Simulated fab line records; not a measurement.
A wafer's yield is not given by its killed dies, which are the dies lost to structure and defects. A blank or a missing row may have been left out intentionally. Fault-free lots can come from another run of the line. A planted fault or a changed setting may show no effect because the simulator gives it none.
A single fault, viewed from 2 desks || flow sfq_line || each desk holds nothing but its own numbers, with what lay behind them at the end

== AT THE METROLOGY DESK ==
Lot by lot, what the gauges showed, no matter which tool ran the lot: averages of those sampled wafers that carry a number. Any lot whose mean is over 4 standard deviations away from the usual mean is out of limits and marked OUT; that distance is given in the brackets.
Columns: A = JJ_NB_RS at SFQ_JJ_RS_MEAS_929, usual 1.041 ohm/sq; B = J5_OVL at SFQ_JJ_OVL_MEAS_931, usual -3 nm
{"lot": "L195", "first seen here": "day 58 16:31", "A": 1.069, "B": -1}
{"lot": "L198", "first seen here": "day 59 08:47", "A": 1.029, "B": -2}
{"lot": "L205", "first seen here": "day 66 06:35", "A": 1.060, "B": -1}
{"lot": "L206", "first seen here": "day 66 14:20", "A": 1.040, "B": -1}
{"lot": "L207", "first seen here": "day 66 20:21", "A": 1.029, "B": -7}
{"lot": "L213", "first seen here": "day 68 05:34", "A": 1.037, "B": -3}
Finding of this desk: none of the 6 lots has anything out of limits.

== FOR THE TOOL OWNER'S DESK: litho_track-03 ==
The tool's own readings at SFQ_TRILAYER_JJ_CE_LITHO_COAT_114 (resist thk 600 nm): means of the sampled wafers that have a number, for each lot that ran on this tool. Any lot whose mean is over 4 standard deviations away from the usual mean is out of limits and marked OUT; that distance is given in the brackets.
Columns: A = spin_speed_rpm at SFQ_TRILAYER_JJ_CE_LITHO_COAT_114, usual 3000.1 rpm
{"lot": "L195", "first seen here": "day 58 16:59", "A": 3003.8}
{"lot": "L198", "first seen here": "day 59 09:16", "A": 2998.6}
{"lot": "L206", "first seen here": "day 66 14:50", "A": 3000.9}
Finding of this desk: none of the 3 lots has anything out of limits.

== ALL TOGETHER ==
The metrology desk saw nothing out of limits.
The tool owner's desk saw nothing out of limits.

== WHAT THE SIMULATOR HAD PUT IN ==
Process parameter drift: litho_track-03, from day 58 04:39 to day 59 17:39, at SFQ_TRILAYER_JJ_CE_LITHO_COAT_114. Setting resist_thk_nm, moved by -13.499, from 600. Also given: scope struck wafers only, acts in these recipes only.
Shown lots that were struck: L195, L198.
